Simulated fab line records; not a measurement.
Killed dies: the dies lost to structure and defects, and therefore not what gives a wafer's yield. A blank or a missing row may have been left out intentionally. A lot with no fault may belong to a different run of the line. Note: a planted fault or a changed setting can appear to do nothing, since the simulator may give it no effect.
A struck lot beside a sound one || flow gf180mcu || 43 steps out of a route of 602
Sound: wafers L596.1, L596.3, L596.4. Wafers struck: L610.1, L610.2, L610.4. The cause is named last.
At each step with rows: each side's tool, then ch and its chambers, then its first start. Under that, the readings that differ: sound wafers || struck wafers || difference of the means || sigmas: that difference in standard deviations of wafers without a fault.
alike: readings with means less than 2 such deviations apart, plus words and numbers identical on both sides. not compared: withheld readings, readings lacking a value on some wafer, bounds such as >300 that could conceal the same value, and numbers that have no deviation in the record and whose values overlap.
The two part at a step that has a row with sigmas, a row that says differs or no value, or rows on one side only. When numbers do not overlap yet have no deviation, they are printed without sigmas and do not part them. A reading missing from all wafers of one side parts the sides only when that side holds two or more wafers.

first, 3 steps without rows for these wafers: GF_STI_EXPOSE_09 (exposes mask COMP, target cd 220 nm); GF_STI_PEB_10 (peb time 90 s); GF_STI_DEVELOP_11 (develop time 60 s).
GF_STI_CD_MEAS_12: target cd 220 nm.
  sound: cdSem-01 at day 2 02:05; struck: cdSem-02 at day 5 02:07
  alike: cdNm
GF_STI_ETCH_13: etches the open film in CHF3/O2, stops on Si, target depth 282.31 nm, time 112.9 s.
  sound on rieDiel-01 ch 0,1,2, day 2 02:12; struck on rieDiel-03 ch 0,1,3, day 5 02:14
  alike: drypumpMotorCurrentA, oesProductAu, throttleValvePct
  not compared: rfHoursCounterH
GF_STI_ETCH_14: etches Si in HBr/Cl2/O2, target depth 360 nm, time 102.9 s.
  sound on rieSi-02 ch 0,1, day 2 02:17; struck on rieSi-02 ch 0,1,2, day 5 02:19
  alike: drypumpMotorCurrentA, oesProductAu, throttleValvePct
  not compared: rfHoursCounterH
GF_STI_STRIP_15: strips in O2/N2.
  sound on plasmaAsher-02 ch 0,1, day 2 02:21; struck on plasmaAsher-02 ch 0,1, day 5 02:24
  alike: drypumpMotorCurrentA, heaterPowerW, oesProductAu, stripTimeToEndpointS
  not compared: rfHoursCounterH
then, 5 steps without rows for these wafers: GF_STI_CLEAN_16 (cleans in dHF, time 25 s); GF_STI_WET_ETCH_17 (etches Si3N4 in H3PO4, target depth 45 nm, time 514 s); GF_STI_CLEAN_18 (cleans in SC1/SC2, time 150 s); GF_STI_CLEAN_19 (cleans in dHF, time 20 s); GF_STI_WET_ETCH_20 (etches SiO2 in dHF, target depth 20 nm, time 400 s).
GF_STI_OXIDATION_21: stabilise 600 s, purge 300 s, target thk 15 nm.
  sound on furnace-01 ch 0, day 2 03:29; struck on furnace-01 ch 0, day 5 02:52
  alike: zonePowerLowerPct
GF_STI_THK_MEAS_22:
  sound: filmMetro-03 at day 2 04:40; struck: filmMetro-04 at day 5 04:00
  alike: STI_OXIDATION_01_THK
then, 1 step without rows for these wafers: GF_STI_CVD_23 (deposits SiO2, target thk 650 nm, time 108.3 s).
GF_STI_THK_MEAS_24:
  sound: filmMetro-03 at day 2 04:48; struck: filmMetro-01 at day 5 04:08
  alike: STI_CVD_23_THK
GF_STI_CMP_25: polishes, stops on Si3N4, t overpolish 33 s, target thk 524.6 nm.
  sound on cmp-01 ch 0,2,3, day 2 04:52; struck on cmp-02 ch 0,1,3, day 5 04:15
  alike: motorCurrentA, overpolishRunS, retainingRingPressureFrac, timeToEndpointS
then, 4 steps without rows for these wafers: GF_STI_WET_ETCH_26 (etches SiO2 in dHF, target depth 94 nm, time 188 s); GF_STI_WET_ETCH_27 (etches Si3N4 in H3PO4, target depth 160 nm, time 1825 s); GF_STI_WET_ETCH_28 (etches SiO2 in dHF, target depth 20 nm, time 40 s); GF_STI_OXIDATION_29 (stabilise 600 s, purge 300 s, target thk 10 nm).
GF_STI_THK_MEAS_30:
  sound: filmMetro-01 at day 2 07:09; struck: filmMetro-03 at day 5 06:55
  alike: STI_OXIDATION_02_THK
then, 8 steps without rows for these wafers: GF_DNWELL_DEHYDRATE_00 (time 60 s); GF_DNWELL_HMDS_01 (prime time 60 s); GF_DNWELL_COAT_02 (resist thk 3000 nm); GF_DNWELL_SOFTBAKE_03; GF_DNWELL_EXPOSE_04 (exposes mask DNWELL, target cd 1700 nm); GF_DNWELL_PEB_05; GF_DNWELL_DEVELOP_06 (develop time 60 s); GF_DNWELL_IMPLANT_07.
GF_DNWELL_STRIP_08: strips in O2/N2.
  sound on plasmaAsher-03 ch 0,1, day 2 19:22; struck on plasmaAsher-01 ch 0,1, day 5 21:08
  alike: drypumpMotorCurrentA, heaterPowerW, oesProductAu, stripTimeToEndpointS
  not compared: rfHoursCounterH
GF_DNWELL_TW_MEAS_09:
  sound: filmMetro-02 at day 2 19:28; struck: filmMetro-03 at day 5 21:14
  alike: DNWELL_TW
then, 7 steps without rows for these wafers: GF_NWELL_DEHYDRATE_00 (time 60 s); GF_NWELL_HMDS_01 (prime time 60 s); GF_NWELL_COAT_02 (resist thk 3000 nm); GF_NWELL_SOFTBAKE_03; GF_NWELL_EXPOSE_04 (exposes mask Nwell, target cd 860 nm); GF_NWELL_PEB_05; GF_NWELL_DEVELOP_06 (develop time 60 s).
GF_NWELL_OVL_MEAS_07:
  sound: overlay-02 at day 3 07:25; struck: overlay-02 at day 6 12:10
  alike: NWELL_OVL
then, 2 steps without rows for these wafers: GF_NWELL_IMPLANT_08; GF_NWELL_IMPLANT_09.
-- the record jumps here: 27 days lie between the struck wafers' starts before and after (it left off in module NWELL and takes up again in module PASSIVATION, whose first step shown is number 602 of the route) --
GF_PASSIVATION_PROBE_99:
  rows exist in the record for the struck wafers here (prober-02, day 33 00:34), but not for the sound ones

== WHERE THEY PART ==
Only at GF_PASSIVATION_PROBE_99, within this record.

WHY: the cause the simulator had injected
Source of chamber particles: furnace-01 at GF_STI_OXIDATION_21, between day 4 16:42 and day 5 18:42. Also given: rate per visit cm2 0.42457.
